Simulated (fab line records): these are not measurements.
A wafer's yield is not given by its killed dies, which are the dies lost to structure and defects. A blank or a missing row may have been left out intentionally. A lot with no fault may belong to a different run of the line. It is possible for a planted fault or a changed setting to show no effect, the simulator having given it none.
Comparing a struck lot with a sound one | flow gf180mcu | 17 out of 602 route steps
Sound: wafers L952.2, L952.3, L952.4. Struck: wafer L940.2; the same lot's L940.3 was not struck, so it is left out; see the end for the cause.
At each step with rows: each side's tool, then ch and its chambers, then its first start. Under that, the readings that differ: sound wafers | struck wafers | difference of the means | sigmas: that difference in standard deviations of wafers without a fault.
alike: a reading whose means differ by less than 2 such deviations, as well as words and numbers matching on both sides. not compared: withheld readings; readings where some wafer has no value; bounds like >300 that might hide an equal value; numbers whose values overlap and for which the record gives no deviation.
Wherever a step has rows on one side only, a row that says differs or no value, or a row with sigmas, the two part there. Non-overlapping numbers with no deviation appear without sigmas and do not part them. A reading missing from all wafers of one side parts the sides only when that side holds two or more wafers.

first, 3 steps without rows for these wafers: GF_V3_EXPOSE_11 (exposes mask Via3, target cd 260 nm); GF_V3_PEB_12 (peb time 90 s); GF_V3_DEVELOP_13 (develop time 60 s).
GF_V3_CD_MEAS_14: the cd target is 260 nm.
  sound: cd sem-01 at day 29 04:10; struck: cd sem-02 at day 25 10:39
  alike: cd nm
GF_V3_OVL_MEAS_15:
  sound: overlay-02 at day 29 04:16; struck: overlay-02 at day 25 10:46
  alike: V3_OVL
then, 1 step without rows for these wafers: GF_V3_ETCH_16 (etches BARC in N2/H2).
GF_V3_ETCH_17: etches SiO2 in C4F8/O2/Ar, stops on TiN, target depth 635 nm.
  sound: rie diel-01 ch 1,2,3; struck: rie diel-04 ch 2
  alike: oes product au
GF_V3_STRIP_18: strips in O2/N2.
  sound on plasma asher-02 ch 0,1, day 29 04:26; struck on plasma asher-03 ch 0, day 25 10:55
  reading            | sound       | struck | difference | sigmas
  heater power w (W) | 304 308 297 | 366    | +63        | +2
  alike: drypump motor current A, oes product au, platen temp c
  not compared: rf hours counter h
then, 2 steps without rows for these wafers: GF_V3_STRIP_19 (strips in post etch residue remover, time 1200 s); GF_V3_CLEAN_20 (cleans in DIW).
GF_V3_SPUTTER_21: material Ti, target thk 15 nm, time 80.02 s.
  sound: pvd sputter-03 at day 29 04:58; struck: pvd sputter-04 at day 25 11:29
  alike: throttle valve pct
GF_V3_SPUTTER_22: material TiN, target thk 10 nm, time 40 s.
  sound: pvd sputter-03 at day 29 05:02; struck: pvd sputter-04 at day 25 11:32
  alike: throttle valve pct
GF_V3_CVD_23: deposits W, target thk 350 nm, time 104.9 s.
  sound on cvd w-02 ch 0,1, day 29 05:04; struck on cvd w-01 ch 1, day 25 11:35
  reading                          | sound           | struck | difference | sigmas
  model.W_of_V3_CVD_23.thk nm (nm) | 345.2 348 344.4 | 493.8  | +147.9     |
  alike: heater power w
GF_V3_RS_MEAS_24: the measuring method here is four-point-probe.
  sound: film metro-04 at day 29 05:12; struck: film metro-04 at day 25 11:43
  reading          | sound             | struck | difference | sigmas
  V3_W_RS (ohm/sq) | 0.332 0.329 0.332 | 0.232  | -0.099     | -28
GF_V3_THK_MEAS_25: measures by xrf.
  sound: film metro-04 at day 29 05:19; struck: film metro-04 at day 25 11:49
  reading       | sound       | struck | difference | sigmas
  V3_W_THK (nm) | 337 341 338 | 485    | +146       | +33
GF_V3_CMP_26: polishes, stops on SiO2, t overpolish 15 s, target thk 0 nm.
  sound on cmp-02 ch 0,2,3, day 29 05:28; struck on cmp-02 ch 3, day 25 11:52
  reading                | sound    | struck | difference | sigmas
  time to endpoint s (s) | 84 84 85 | 118    | +34        | +10
  alike: head pressure psi, motor current A
GF_M4_SPUTTER_00: material Ti, target thk 37.5 nm, time 150 s.
  sound: pvd sputter-01 at day 29 05:46; struck: pvd sputter-01 at day 25 12:10
  alike: throttle valve pct

WHERE THEY PART
First at GF_V3_STRIP_18; last, within this record, at GF_V3_CMP_26. Later steps at which nothing parts them and some readings are alike: GF_M4_SPUTTER_00.

WHY: whatever the simulator had introduced
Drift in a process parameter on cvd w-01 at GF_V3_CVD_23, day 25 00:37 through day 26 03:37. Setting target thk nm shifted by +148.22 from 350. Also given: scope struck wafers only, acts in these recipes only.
